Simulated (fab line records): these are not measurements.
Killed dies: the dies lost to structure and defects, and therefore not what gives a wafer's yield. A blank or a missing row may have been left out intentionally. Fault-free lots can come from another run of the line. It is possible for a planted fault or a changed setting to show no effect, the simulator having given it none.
A lot that was struck, set against a sound lot || flow gf180mcu || 19 out of 602 route steps
Sound: wafers L985.3, L985.5, L985.6. Wafers struck: L997.1, L997.4, L997.6. The cause is given at the end.
At each step with rows: each side's tool, then ch and its chambers, then its first start. Under that, the readings that differ: sound wafers || struck wafers || difference of the means || sigmas: that difference in standard deviations of wafers without a fault.
alike: readings whose means differ by less than 2 such deviations, and words and numbers that are the same on both sides. not compared: withheld readings, readings that some wafer has no value for, bounds like >300 that may hide the same value, and numbers for which the record gives no deviation and whose values overlap.
A row with sigmas, a row that says differs or no value, or rows on one side alone: a step with any of these is where the two part. Numbers that don't overlap but have no deviation are shown without sigmas and don't part them. Lack of a reading on every wafer of one side parts them only where that side has two or more wafers.

first, 3 steps without rows for these wafers: GF_MIM_EXPOSE_16 (exposes mask FuseTop, target cd 2000 nm); GF_MIM_PEB_17; GF_MIM_DEVELOP_18 (develop time 60 s).
GF_MIM_METAL_ETCH_19: etches the open film in Cl2/BCl3, stops on Si3N4, target depth 324.5 nm, time 54.1 s.
  sound on rieMetal-01 ch 0,1, day 25 20:59; struck on rieMetal-01 ch 0,1, day 29 14:07
  alike: drypumpMotorCurrentA, oesProductAu, throttleValvePct
  not compared: rfHoursCounterH
GF_MIM_STRIP_20: strips in O2/N2.
  sound on plasmaAsher-04 ch 0,1, day 25 21:05; struck on plasmaAsher-04 ch 0,1, day 29 14:11
  alike: drypumpMotorCurrentA, heaterPowerW, oesProductAu, platenTempC, stripTimeToEndpointS
  not compared: rfHoursCounterH
then, 7 steps without rows for these wafers: GF_MIM_STRIP_21 (strips in post etch residue remover, time 1200 s); GF_MIM_CLEAN_22 (cleans in DIW); GF_M5_DEHYDRATE_00 (time 60 s); GF_M5_HMDS_01 (prime time 60 s); GF_M5_COAT_02 (resist thk 1000 nm); GF_M5_SOFTBAKE_03 (time 60 s); GF_M5_EXPOSE_04 (exposes mask Metal5, target cd 280 nm).
GF_M5_PEB_05: peb time 90 s.
  sound on lithoTrack-03 ch 0, day 26 17:54; struck on lithoTrack-03 ch 0, day 30 08:41
then, 1 step without rows for these wafers: GF_M5_DEVELOP_06 (develop time 60 s).
GF_M5_CD_MEAS_07 targets a cd of 280 nm.
  struck on cdSem-02, day 30 09:04; sound on cdSem-01, day 26 18:13
{"reading": "cdNm (nm)", "sound": "278.8 279.9 279.8", "struck": "275.2 274.5 275.0", "difference": -4.6, "sigmas": -4}
GF_M5_OVL_MEAS_08:
  struck on overlay-01, day 30 09:11; sound on overlay-01, day 26 18:19
  alike: M5_OVL
GF_M5_ETCH_09: etches Si3N4 in CF4/O2, target depth 52 nm, time 11.6 s.
  sound on rieDiel-04 ch 0,3, day 26 18:20; struck on rieDiel-03 ch 0,2,3, day 30 09:13
{"reading": "model.M5.cdNm (nm)", "sound": "278.6 280.3 279.4", "struck": "275.4 274.6 274.7", "difference": -4.5, "sigmas": ""}
  alike: drypumpMotorCurrentA, oesProductAu, throttleValvePct
  not compared: rfHoursCounterH
GF_M5_METAL_ETCH_10: etches the open film in Cl2/BCl3, stops on SiO2, target depth 750.8 nm, time 125.1 s.
  sound on rieMetal-04 ch 0,1, day 26 18:25; struck on rieMetal-04 ch 0,1, day 30 09:14
  alike: drypumpMotorCurrentA, oesProductAu, throttleValvePct
  not compared: rfHoursCounterH
-- the record jumps here: 2 days lie between the struck wafers' starts before and after (it left off in module M5 and takes up again in module PASSIVATION, whose first step shown is number 602 of the route) --
GF_PASSIVATION_PROBE_99:
  the record has rows for the struck wafers here (prober-02, day 32 19:41) and none for the sound ones

WHERE THEY PART
Last at GF_PASSIVATION_PROBE_99 as far as this record goes, first at GF_M5_CD_MEAS_07.

WHY: what the simulator had put in
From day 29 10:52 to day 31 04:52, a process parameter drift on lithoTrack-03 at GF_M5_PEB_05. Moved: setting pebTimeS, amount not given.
